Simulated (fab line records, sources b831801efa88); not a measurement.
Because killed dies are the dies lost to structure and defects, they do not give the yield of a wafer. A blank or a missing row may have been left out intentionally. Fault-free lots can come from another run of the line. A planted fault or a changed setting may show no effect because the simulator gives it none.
2 desks, one fault :: flow sky130 :: only its own numbers are on each desk; what lay behind them is given at the end

## AT THE TOOL OWNER'S DESK: iline_stepper-01
The tool's own readings at SKY_LDD_P_EXPOSE_04 (exposes mask PSDM, target cd 380 nm): means of the sampled wafers that have a number, for each lot that ran on this tool. A lot is out of limits, marked OUT, if its mean lies more than 4 standard deviations from the usual mean; the brackets give that distance.
Columns: A = reticle_temp_C at SKY_LDD_P_EXPOSE_04, usual 23.00 C
lot: L703
first seen here: day 18 04:16
A: 22.96

lot: L704
first seen here: day 18 22:46
A: 23.14

lot: L716
first seen here: day 23 08:13
A: 23.04
Finding of this desk: none of the 3 lots has anything out of limits.

## FROM THE METROLOGY DESK
Lot by lot, what the gauges showed, no matter which tool ran the lot: averages of those sampled wafers that carry a number. A lot is out of limits, marked OUT, if its mean lies more than 4 standard deviations from the usual mean; the brackets give that distance.
Columns: A = SONOS_ONO_CVD_02_THK at SKY_SONOS_ONO_THK_MEAS_03, usual 10.44 nm; B = LDD_P_OVL at SKY_LDD_P_OVL_MEAS_08, usual 0.0 nm
lot: L703
first seen here: day 11 11:24
A: 10.41
B: -0.6

lot: L704
first seen here: day 11 19:50
A: 10.45
B: -0.3

lot: L705
first seen here: day 12 14:14
A: 10.33
B: -0.4

lot: L706
first seen here: day 12 19:55
A: 10.48
B: -0.3

lot: L708
first seen here: day 13 07:12
A: 10.47
B: 0.1

lot: L716
first seen here: day 15 23:04
A: 10.55
B: 4.5

lot: L717
first seen here: day 16 08:23
A: 10.51
B: 0.1

lot: L719
first seen here: day 17 07:56
A: 10.56
B: -2.2

lot: L720
first seen here: day 17 07:58
A: 10.40
B: 0.9

lot: L721
first seen here: day 17 15:47
A: 10.40
B: 0.3

lot: L726
first seen here: day 19 05:14
A: 10.24
B: -0.8
Finding of this desk: none of the 11 lots has anything out of limits.

## ALL TOGETHER
The desk of the tool owner found nothing out of limits.
At the metrology desk, nothing out of limits was observed.

## WHAT THE SIMULATOR HAD PUT IN
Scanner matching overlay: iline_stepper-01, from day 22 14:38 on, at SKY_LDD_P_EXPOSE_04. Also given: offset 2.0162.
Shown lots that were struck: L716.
